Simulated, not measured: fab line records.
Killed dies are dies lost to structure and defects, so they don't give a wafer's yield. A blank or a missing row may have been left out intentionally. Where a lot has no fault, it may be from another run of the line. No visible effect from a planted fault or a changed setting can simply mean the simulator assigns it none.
2 desks looking at one fault -- flow sky130 -- only its own numbers are on each desk; what lay behind them is given at the end

== FOR THE TOOL OWNER'S DESK: pvd-sputter-01 ==
The tool's own readings at SKY_METAL2_SPUTTER_00 (material Ti, target thk 15 nm, time 10 s): means of the sampled wafers that have a number, for each lot that ran on this tool. A lot is out of limits, marked OUT, if its mean lies more than 4 standard deviations from the usual mean; the brackets give that distance.
Columns: A = throttle-valve-pct at SKY_METAL2_SPUTTER_00, usual 30.2 %
lot,first seen here,A
L370,day 37 04:10,29.8
L382,day 40 17:20,29.7
Finding of this desk: none of the 2 lots has anything out of limits.

== FROM THE METROLOGY DESK ==
What the gauges read for every lot (on any tool): the sampled wafers with a number, averaged. A lot is out of limits, marked OUT, if its mean lies more than 4 standard deviations from the usual mean; the brackets give that distance.
Columns: A = VIA1_OVL at SKY_VIA1_OVL_MEAS_13, usual -5 nm; B = VIA1_W_RS at SKY_VIA1_RS_MEAS_22, usual 0.422 ohm/sq; C = VIA1_W_THK at SKY_VIA1_THK_MEAS_23, usual 279 nm
lot,first seen here,A,B,C
L365,day 35 07:08,-5,0.419,280
L370,day 37 02:23,-4,0.423,280
L382,day 40 15:59,-3,0.419,279
L383,day 40 17:35,-3,0.418,280
L384,day 40 22:29,-0,0.421,278
Finding of this desk: none of the 5 lots has anything out of limits.

== PUT TOGETHER ==
Nothing out of limits was seen by the tool owner's desk.
At the metrology desk, nothing out of limits was observed.

== WHAT HAD BEEN PUT IN BY THE SIMULATOR ==
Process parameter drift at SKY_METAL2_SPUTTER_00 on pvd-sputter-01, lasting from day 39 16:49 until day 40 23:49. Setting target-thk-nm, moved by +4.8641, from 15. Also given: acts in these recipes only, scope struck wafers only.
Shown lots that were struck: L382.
